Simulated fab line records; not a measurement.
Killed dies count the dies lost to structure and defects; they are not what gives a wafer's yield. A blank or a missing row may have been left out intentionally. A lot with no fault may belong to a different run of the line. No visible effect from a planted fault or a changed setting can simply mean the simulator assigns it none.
fab line records | flow sfqLine
record: lots: 7 wafers: 21 lastDay: 86
route steps=325 shown R5@212
lots with no fault: from the same line, run without faults
startH: hours from the record's first day to the start of the lot's first wafer shown | waitH: time in hours since the lot's previous step | " same as the row above | L1.1+2: one row covering several wafers at once | - no value, or no start was given | * or withheld: withheld | < > ~ a bound
route shown NAME@n: a module of which the file shows steps, and the number in the route of the first | usual: mean/standard deviation taken from wafers without a fault | same: alike in all rows | chamber/n: place in a boat | sites: each site's reading | _std_site: how widely they spread, as a standard deviation | _edge_site: mean of outer sites minus mean of inner sites | radiusMm: for every site, how far away it sits from the centre of the wafer | mask NAME#n: copy n | behind: the most recent tool/chamber to have shaped the wafer | hold: why the lot went on hold/how many hours it stayed there/how the hold came to an end | device: names the non-switching transistor (n, p or np) | end of line: tests of these same wafers at the route's end | a step without rows: its recipe alone | killed: the dies lost at the first sort to structure and to defects; this is not the yield of the wafer | map: per-die view of a wafer (x killed, . not killed, _ where there is no die)
set.NAME: the setting the step ran with; set.NAME@STEP: the setting that earlier step ran with | model.NAME: the simulator's own value behind a step, which no gauge read
lots at some steps of the route; a table a step, a row a wafer
services: when a tool's chamber went out of use (startH, in hours from the record's first day, below 0 if earlier), for how many hours, and the reason
== steps ==
step: SFQ_TRILAYER_R5_DEP_SPUTTER_132
recipe: material: Ti basePressurePa: 1.33e-06 targetThkNm: 5 powerW: 2000 timeS: 5 chamberPressurePa: 0.4
usual: chamberPressurePa: 0.4001/0.00078 throttleValvePct: 29.7/1.1
columns lot.wafer tool chamber startH waitH chamberPressurePa throttleValvePct
L544.1 pvdSputter-03 - 1382.55 1.0 0.4002 30.4
L544.3 " - " " 0.4007 27.8
L544.4 " - " " 0.4013 28.9
L553.2 pvdSputter-04 - 1459.63 0.8 0.4001 28.9
L553.5 " - " " 0.4009 29.1
L553.6 " - " " 0.3996 29.5
L554.2 pvdSputter-03 - 1460.93 0.8 0.3997 30.2
L554.4 " - " " 0.4003 31.8
L554.6 " - " " 0.4008 31.8
L559.1 pvdSputter-03 - 1486.63 1.0 0.4002 30.5
L559.2 " - " " 0.4000 28.1
L559.5 " - " " 0.3989 27.8
L560.2 pvdSputter-05 - 1489.75 0.8 0.4002 30.2
L560.3 " - " " 0.4002 31.1
L560.6 " - " " 0.4002 31.2
L561.2 pvdSputter-04 - 1492.75 0.8 0.3995 30.4
L561.4 " - " " 0.3974 28.9
L561.5 " - " " 0.3984 29.0
L562.1 pvdSputter-03 - 1495.75 1.0 0.3992 27.8
L562.2 " - " " 0.4004 28.9
L562.6 " - " " 0.4004 28.7
step: SFQ_TRILAYER_R5_DEP_SPUTTER_133
recipe: material: MoNx basePressurePa: 1.33e-06 targetThkNm: 40 powerW: 1000 timeS: 66.7 chamberPressurePa: 0.4
usual: chamberPressurePa: 0.4000/0.00091 throttleValvePct: 29.7/1.1
columns lot.wafer tool chamber startH waitH chamberPressurePa throttleValvePct
L544.1 pvdSputter-03 - 1382.57 0.0 0.3995 30.5
L544.3 " - " " 0.3999 27.6
L544.4 " - " " 0.3994 29.0
L553.2 pvdSputter-04 - 1459.65 0.0 0.4016 28.8
L553.5 " - " " 0.4005 28.7
L553.6 " - " " 0.3994 29.4
L554.2 pvdSputter-03 - 1460.95 0.0 0.3998 30.6
L554.4 " - " " 0.3989 31.6
L554.6 " - " " 0.3992 31.7
L559.1 pvdSputter-03 - 1486.65 0.0 0.4001 30.3
L559.2 " - " " 0.3992 27.6
L559.5 " - " " 0.3989 28.0
L560.2 pvdSputter-05 - 1489.77 0.0 0.4015 30.4
L560.3 " - " " 0.3980 31.2
L560.6 " - " " 0.3997 31.1
L561.2 pvdSputter-04 - 1492.77 0.0 0.3998 30.8
L561.4 " - " " 0.3999 29.1
L561.5 " - " " 0.3999 29.2
L562.1 pvdSputter-03 - 1495.77 0.0 0.3994 27.7
L562.2 " - " " 0.4009 29.0
L562.6 " - " " 0.4016 28.9
step: SFQ_TRILAYER_R5_DEP_SPUTTER_134
recipe: material: Ti basePressurePa: 1.33e-06 targetThkNm: 5 powerW: 2000 timeS: 5 chamberPressurePa: 0.4
usual: chamberPressurePa: 0.3999/0.00085 throttleValvePct: 29.7/1.1
columns lot.wafer tool chamber startH waitH chamberPressurePa throttleValvePct
L544.1 pvdSputter-03 - 1382.63 0.0 0.4009 30.2
L544.3 " - " " 0.4010 27.8
L544.4 " - " " 0.4005 28.7
L553.2 pvdSputter-04 - 1459.70 0.0 0.4002 29.0
L553.5 " - " " 0.3998 29.1
L553.6 " - " " 0.4003 29.4
L554.2 pvdSputter-03 - 1461.00 0.0 0.3999 30.3
L554.4 " - " " 0.3998 31.7
L554.6 " - " " 0.4007 31.7
L559.1 pvdSputter-03 - 1486.70 0.0 0.4001 30.5
L559.2 " - " " 0.3998 27.8
L559.5 " - " " 0.4007 27.7
L560.2 pvdSputter-05 - 1489.83 0.0 0.4013 30.3
L560.3 " - " " 0.3992 31.5
L560.6 " - " " 0.4000 31.3
L561.2 pvdSputter-04 - 1492.83 0.0 0.3998 30.4
L561.4 " - " " 0.3990 29.3
L561.5 " - " " 0.4001 28.9
L562.1 pvdSputter-03 - 1495.83 0.0 0.3982 28.0
L562.2 " - " " 0.3989 28.6
L562.6 " - " " 0.3997 28.9
step: SFQ_R5_RS_MEAS_933
recipe: thkMeasGauge: four-point-probe reads: Ti_of_TRILAYER_R5_DEP_SPUTTER_134+MoNx_of_TRILAYER_R5_DEP_SPUTTER_133+Ti_of_TRILAYER_R5_DEP_SPUTTER_132
usual: R5_MONX_RS: 7.01/0.074
columns lot.wafer tool chamber startH waitH R5_MONX_RS[ohm/sq]
L544.1 filmMetro-04 - 1382.65 0.0 7.16
L544.3 " - " " 7.20
L544.4 " - " " 7.13
L553.2 filmMetro-04 - 1459.74 0.0 6.97
L553.5 " - " " 6.90
L553.6 " - " " 6.99
L554.2 filmMetro-03 - 1461.04 0.0 7.08
L554.4 " - " " 6.99
L554.6 " - " " 6.96
L559.1 filmMetro-03 - 1486.72 0.0 6.99
L559.2 " - " " 7.04
L559.5 " - " " 6.94
L560.2 filmMetro-01 - 1489.87 0.0 6.99
L560.3 " - " " 7.08
L560.6 " - " " 7.01
L561.2 filmMetro-01 - 1492.87 0.0 7.07
L561.4 " - " " 7.00
L561.5 " - " " 7.04
L562.1 filmMetro-03 - 1495.85 0.0 7.06
L562.2 " - " " 7.10
L562.6 " - " " 7.06
step: SFQ_R5_THK_MEAS_934
recipe: thkMeasGauge: xrf reads: MoNx_of_TRILAYER_R5_DEP_SPUTTER_133
usual: R5_MONX_THK: 40.6/0.57
columns lot.wafer tool chamber startH waitH R5_MONX_THK[nm]
L544.1 filmMetro-04 - 1382.77 0.1 39.9
L544.3 " - " " 39.4
L544.4 " - " " 39.7
L553.2 filmMetro-04 - 1459.85 0.1 40.7
L553.5 " - " " 41.6
L553.6 " - " " 40.6
L554.2 filmMetro-03 - 1461.15 0.1 40.5
L554.4 " - " " 40.8
L554.6 " - " " 40.8
L559.1 filmMetro-03 - 1486.84 0.1 40.9
L559.2 " - " " 40.5
L559.5 " - " " 41.1
L560.2 filmMetro-01 - 1489.98 0.1 40.6
L560.3 " - " " 39.9
L560.6 " - " " 40.1
L561.2 filmMetro-01 - 1492.98 0.1 39.9
L561.4 " - " " 40.2
L561.5 " - " " 40.0
L562.1 filmMetro-03 - 1495.97 0.1 40.5
L562.2 " - " " 40.3
L562.6 " - " " 40.8
step: SFQ_TRILAYER_R5_LITHO_COAT_141
recipe: resist: BARC spinRpm: 3000 resistThkNm: 62
step: SFQ_TRILAYER_R5_LITHO_COAT_136
recipe: resist: KrF spinRpm: 3000 resistThkNm: 600
step: SFQ_TRILAYER_R5_LITHO_SOFTBAKE_140
recipe: tempC: withheld timeS: withheld resist: KrF
step: SFQ_TRILAYER_R5_LITHO_EXPOSE_137
recipe: maskId: R5 na: 0.6 sourceShape: conventional sigmaOuter: 0.65 targetCdNm: 500 doseMj: 14.4
step: SFQ_TRILAYER_R5_LITHO_PEB_139
recipe: pebTempC: 115 pebTimeS: 60 resist: KrF
step: SFQ_TRILAYER_R5_LITHO_DEVELOP_138
recipe: timeS: 60 resist: KrF
step: SFQ_R5_OVL_MEAS_935
usual: R5_OVL: 2/5.6
columns lot.wafer tool chamber startH waitH R5_OVL[nm]
L544.1 overlay-01 - 1505.96 0.1 9
L544.3 " - " " 0
L544.4 " - " " 0
L553.2 overlay-02 - 1573.59 0.1 9
L553.5 " - " " 9
L553.6 " - " " 6
L554.2 overlay-01 - 1574.79 0.1 -6
L554.4 " - " " -9
L554.6 " - " " -6
L559.1 overlay-01 - 1596.39 0.1 2
L559.2 " - " " 6
L559.5 " - " " -6
L560.2 overlay-02 - 1601.19 0.1 7
L560.3 " - " " -8
L560.6 " - " " 5
L561.2 overlay-02 - 1604.79 0.1 4
L561.4 " - " " 7
L561.5 " - " " 2
L562.1 overlay-02 - 1609.59 0.1 -11
L562.2 " - " " -2
L562.6 " - " " -2
step: SFQ_TRILAYER_R5_BARC_OPEN_METAL_ETCH_177
recipe: maskMaterial: PR chemistry: O2 targetDepthNm: 125 target: BARC icpW: 600 biasW: 80 pressureMtorr: 10 timeS: 41.7
usual: drypumpMotorCurrentA: 5.4/0.33 oesProductAu: 0.685/0.0047
columns lot.wafer tool chamber startH waitH drypumpMotorCurrentA oesProductAu rfHoursCounterH model.KrF_of_TRILAYER_R5_LITHO_COAT_136.thkNm
L544.1 rieMetal-04 1 1505.99 0.0 5.5 0.684 60 525.5
L544.3 " 0 " " 4.9 0.689 - 524.4
L544.4 " 1 " " 5.5 0.673 - 525.1
L553.2 rieMetal-01 1 1573.62 0.0 5.4 0.682 67 524.3
L553.5 " 0 " " 5.4 0.682 - 525.2
L553.6 " 1 " " 5.4 0.685 - 524.1
L554.2 rieMetal-04 1 1574.84 0.0 5.4 0.682 - 522.4
L554.4 " 1 " " 5.5 0.684 - 522
L554.6 " 1 " " 5.4 0.685 - 523
L559.1 rieMetal-04 0 1596.42 0.0 4.8 0.690 0 522.5
L559.2 " 1 " " 5.5 0.680 72 534.8
L559.5 " 0 " " 4.9 0.691 - 532.8
L560.2 rieMetal-04 0 1601.22 0.0 4.9 0.683 0 534.6
L560.3 " 1 " " 5.5 0.678 - 523.4
L560.6 " 0 " " 4.9 0.680 - 521.5
L561.2 rieMetal-01 1 1604.82 0.0 5.4 0.686 70 520.8
L561.4 " 1 " " 5.4 0.692 - 520.5
L561.5 " 1 " " 5.4 0.686 - 521.5
L562.1 rieMetal-04 0 1609.62 0.0 4.9 0.680 1 524.7
L562.2 " 1 " " 5.5 0.689 73 534.9
L562.6 " 1 " " 5.5 0.685 - 523.8
step: SFQ_TRILAYER_R5_ETCH_METAL_ETCH_139
recipe: stopOn: SiO2 maskMaterial: PR chemistry: Cl2 targetDepthNm: 60 icpW: 600 biasW: 80 pressureMtorr: 10 timeS: 40
usual: drypumpMotorCurrentA: 5.4/0.33 oesProductAu: 0.990/0.0057
columns lot.wafer tool chamber startH waitH drypumpMotorCurrentA oesProductAu rfHoursCounterH model.KrF_of_TRILAYER_R5_LITHO_COAT_136.thkNm
L544.1 rieMetal-04 1 1506.05 0.0 5.5 0.985 60 501.7
L544.3 " 0 " " 4.9 0.990 - 500.8
L544.4 " 1 " " 5.5 0.988 - 501.3
L553.2 rieMetal-01 1 1573.68 0.0 5.4 0.982 67 500.5
L553.5 " 0 " " 5.3 0.984 - 501.3
L553.6 " 1 " " 5.4 0.990 - 500.1
L554.2 rieMetal-04 1 1574.96 0.1 5.5 0.986 - 498.6
L554.4 " 1 " " 5.5 0.987 - 498.2
L554.6 " 1 " " 5.5 0.987 - 499
L559.1 rieMetal-04 0 1596.48 0.0 4.9 1.000 0 498.1
L559.2 " 1 " " 5.5 0.978 72 511.1
L559.5 " 0 " " 4.9 0.991 - 508.5
L560.2 rieMetal-04 0 1601.28 0.0 4.9 0.989 0 510
L560.3 " 1 " " 5.5 0.984 - 499.5
L560.6 " 0 " " 4.9 0.994 - 496.9
L561.2 rieMetal-01 1 1604.88 0.0 5.4 0.986 70 496.7
L561.4 " 1 " " 5.4 0.995 - 496.5
L561.5 " 1 " " 5.4 0.991 - 497.2
L562.1 rieMetal-04 0 1609.68 0.0 4.9 0.993 1 500.3
L562.2 " 1 " " 5.5 0.988 73 510.7
L562.6 " 1 " " 5.5 0.995 - 499.7
step: SFQ_TRILAYER_R5_STRIP_STRIP_140
recipe: gas: O2 powerW: 200 platenTempC: 40 overashFraction: 0.65 chemistry: O2 pressureMtorr: 50
usual: drypumpMotorCurrentA: 5.4/0.34 oesProductAu: 0.999/0.0071
columns lot.wafer tool chamber startH waitH drypumpMotorCurrentA oesProductAu rfHoursCounterH
L544.1 rieMetal-04 1 1506.11 0.0 5.5 0.999 60
L544.3 " 0 " " 4.9 1.002 -
L544.4 " 1 " " 5.5 1.004 -
L553.2 rieMetal-01 1 1573.74 0.0 5.4 1.007 67
L553.5 " 0 " " 5.3 1.001 -
L553.6 " 1 " " 5.4 1.002 -
L554.2 rieMetal-04 1 1575.26 0.3 5.5 1.001 -
L554.4 " 1 " " 5.4 1.000 -
L554.6 " 1 " " 5.4 0.986 -
L559.1 rieMetal-04 0 1596.54 0.0 4.9 1.010 0
L559.2 " 1 " " 5.5 1.004 72
L559.5 " 0 " " 4.9 0.987 -
L560.2 rieMetal-04 0 1601.34 0.0 4.8 1.019 1
L560.3 " 1 " " 5.4 0.991 -
L560.6 " 0 " " 4.9 1.012 -
L561.2 rieMetal-01 1 1604.94 0.0 5.4 1.003 70
L561.4 " 1 " " 5.4 1.008 -
L561.5 " 1 " " 5.4 1.006 -
L562.1 rieMetal-04 0 1609.74 0.0 4.9 1.015 1
L562.2 " 1 " " 5.4 0.992 73
L562.6 " 1 " " 5.4 0.995 -
== services ==
columns tool chamber startH hours kind
pvdSputter-03 - 1438.64 9.9 repair
pvdSputter-03 - 1452.74 3.1 repair
rieMetal-04 - 1467.17 14.6 pm
rieMetal-01 1 1522.25 14.3 repair
pvdSputter-05 - 1555.15 1.7 repair
rieMetal-04 0 1564.31 - clean
rieMetal-04 0 1564.31 - consumableReplace:focusRing
rieMetal-04 0 1564.31 26.0 scheduledDown
rieMetal-04 0 1564.31 26.0 ventCycle
pvdSputter-04 - 1565.11 3.7 repair
pvdSputter-04 - 1566.55 12.7 repair
rieMetal-04 - 1604.65 2.8 pm
rieMetal-01 - 1609.51 0.2 repair
== key ==
firstSign none at tools or gauges
modelEffect: step: SFQ_TRILAYER_R5_BARC_OPEN_METAL_ETCH_177 value: KrF_of_TRILAYER_R5_LITHO_COAT_136.thkNm without: 523.1 struck: 534.3
modelEffect: step: SFQ_TRILAYER_R5_ETCH_METAL_ETCH_139 value: KrF_of_TRILAYER_R5_LITHO_COAT_136.thkNm without: 498.9 struck: 510.1
metAt SFQ_TRILAYER_R5_BARC_OPEN_METAL_ETCH_177
struckWafers L559.2,L559.5,L560.2,L562.2
onsetBetween 1574.84 1596.42
fault: kind: processParameterDrift tool: rieMetal-04 chamber: - onsetH: 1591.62 steps: SFQ_TRILAYER_R5_BARC_OPEN_METAL_ETCH_177 channel: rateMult offset: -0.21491 shape: step endH: 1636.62 scope: struckWafersOnly
